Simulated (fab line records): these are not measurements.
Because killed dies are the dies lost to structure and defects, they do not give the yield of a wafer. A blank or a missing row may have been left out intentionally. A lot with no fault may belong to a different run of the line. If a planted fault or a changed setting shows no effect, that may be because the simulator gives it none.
One fault seen from 2 desks | flow sky130 | each desk holds nothing but its own numbers, with what lay behind them at the end

== FROM THE METROLOGY DESK ==
Means of the sampled wafers that have a number, per lot and without regard to the tool the lot ran on: this is what the gauges read. A lot is out of limits, marked OUT, if its mean lies more than 4 standard deviations from the usual mean; the brackets give that distance.
Columns: A = SPACER_CVD_00_THK at SKY_SPACER_THK_MEAS_01, usual 43.2 nm; B = LI_CONTACT_OVL at SKY_LI_CONTACT_OVL_MEAS_13, usual -4 nm; C = VIA1_HDPCVD_THK at SKY_VIA1_THK_MEAS_01, usual 1027 nm
lot  | first seen here | A    | B   | C
L361 | day 23 13:12    | 43.2 | -2  | 1011
L362 | day 23 16:32    | 42.4 | -2  | 1034
L364 | day 24 20:40    | 43.3 | -6  | 1020
L366 | day 25 15:28    | 43.3 | 8   | 1017
L367 | day 25 19:28    | 42.9 | 1   | 1051
L369 | day 26 19:49    | 43.1 | 0   | 1018
L371 | day 27 08:07    | 43.9 | -1  | 1032
L374 | day 28 12:16    | 43.7 | -3  | 1016
L376 | day 29 08:30    | 43.1 | -8  | 1021
L379 | day 29 19:05    | 43.6 | 3   | 1020
L378 | day 29 22:27    | 44.0 | 1   | 684 (-31) OUT
L381 | day 30 13:13    | 43.8 | -16 | 684 (-31) OUT
Finding of this desk: L378, L381 out of limits, first seen on L378 at day 39 01:46 (VIA1_HDPCVD_THK at SKY_VIA1_THK_MEAS_01). L361, L362, L364, L366, L367, L369, L371, L374, L376, L379: within limits.

== AT THE TOOL OWNER'S DESK: hdpcvd-01 ==
The tool's own readings at SKY_VIA1_HDPCVD_00 (deposits SiO2, target thk 1030 nm, time 171.7 s): means of the sampled wafers that have a number, for each lot that ran on this tool. A lot is out of limits, marked OUT, if its mean lies more than 4 standard deviations from the usual mean; the brackets give that distance.
Columns: A = sih4FlowSccm at SKY_VIA1_HDPCVD_00, usual 59.95 sccm
lot  | first seen here | A
L361 | day 33 05:41    | 59.99
L364 | day 34 11:56    | 59.98
L367 | day 35 10:04    | 60.12
L369 | day 36 05:26    | 59.98
L374 | day 37 19:17    | 60.35
L376 | day 38 11:32    | 59.99
L378 | day 39 01:38    | 40.01 (-99 or more) OUT
L381 | day 39 13:35    | 40.03 (-99 or more) OUT
This desk's finding: out of limits on L378, L381; first on L378, day 39 01:38 (sih4FlowSccm at SKY_VIA1_HDPCVD_00). L361, L364, L367, L369, L374, L376: within limits.

== TAKEN TOGETHER ==
An alarm could have come from the tool owner's desk at day 39 01:38, on L378, L381.
Metrology desk: alarm possible at day 39 01:46 on L378, L381.
On hdpcvd-01, each named lot ran SKY_VIA1_HDPCVD_00.

== WHAT THE SIMULATOR HAD PUT IN ==
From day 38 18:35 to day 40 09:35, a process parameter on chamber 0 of hdpcvd-01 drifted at SKY_VIA1_HDPCVD_00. A move of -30 in setting sih4FlowSccm, from 60. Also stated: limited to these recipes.
Lots struck among those shown: L378, L381.
Fault start to first reading out of limits, in hours, per desk: tool owner, 7; metrology, 7.
